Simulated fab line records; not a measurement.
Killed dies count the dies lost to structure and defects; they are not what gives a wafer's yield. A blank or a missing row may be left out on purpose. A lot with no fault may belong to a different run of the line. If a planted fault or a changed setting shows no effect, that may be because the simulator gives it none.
Problem report, 8D (eight disciplines) form, completed by code | flow sky130 | the parts of the form that need people (team, actions taken, sign-off) are left out

== 1. WHAT IS WRONG ==
Wafers without a fault read 49.997, standard deviation 0.015; beam_energy_keV at SKY_LDD_N_IMPLANT_13 reads a mean of 47.781 on 6 wafers belonging to 2 lots. So: -99 or more standard deviations from the usual mean.
Earliest sighting: wafer L156.2 on implanter-04 at day 21 14:27. The record has a number at this step for 42 wafers belonging to 14 lots. The rule behind "out" and "out of limits": a value lying over 4 standard deviations away from the usual mean. The other wafers with a number count as sound.

== 2. WHAT IT IS, AND WHAT IT ISN'T ==
question                    | is                     | is not
which readings at this step | beam_energy_keV        | beam_on_s, tilt_deg
which lots                  | L156, L159             | L146, L148, L149, L150, L151, L152, L153, L160, L163, L166, L167, L168
which wafers of those lots  | all that have a number | -
read on which tools         | implanter-04           | implanter-01, implanter-02
when                        | from day 21 14:27      | up to then (21 sound wafers); but 15 sound wafers of L160, L163, L166, L167, L168 came after

== 3. SUSPECTS, AND WHAT RULES EACH OUT ==
Counting: a tool at a process step up to the reading stays a suspect if it ran every lot that is out and no sound lot after the first of them.
- implanter-04 at SKY_LDD_N_IMPLANT_13: ruled out as a lasting fault. Sound lots L166 ran on it after its first lot that is out, L156 (day 21 14:27).
Left after counting: nothing in the record.

== 4. THE CAUSE (what the simulator had put in) ==
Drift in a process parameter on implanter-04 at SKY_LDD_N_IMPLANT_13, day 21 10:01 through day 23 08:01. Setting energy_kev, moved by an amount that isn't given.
Counting ruled it out, wrongly.

== 5. SEQUENCE OF EFFECTS, ordered by route ==
Rows list readings where the struck wafers' mean (over those with a number) sits beyond 3 standard deviations from the usual. Only readings whose record carries a usual standard deviation are examined. hours: median over the lots of the time between each lot's start at the first step of this table that gives one and its start at this step. sigmas: the change, counted in usual standard deviations.
hours | step                 | reading         | usual  | on struck wafers | change | sigmas
0     | SKY_LDD_N_IMPLANT_13 | beam_energy_keV | 49.997 | 47.781           | -2.216 | -99 or more
Its process steps:
- SKY_LDD_N_IMPLANT_13
Later steps that measure or inspect, where all struck wafers having a row at the step show a number for every such reading and not one has moved that far: SKY_LDD_P_OVL_MEAS_08.

== 6. WHAT WOULD HAVE CAUGHT IT SOONER ==
In this record the first reading out of limits was taken at day 21 14:27, 4 hours after the fault began at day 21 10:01.
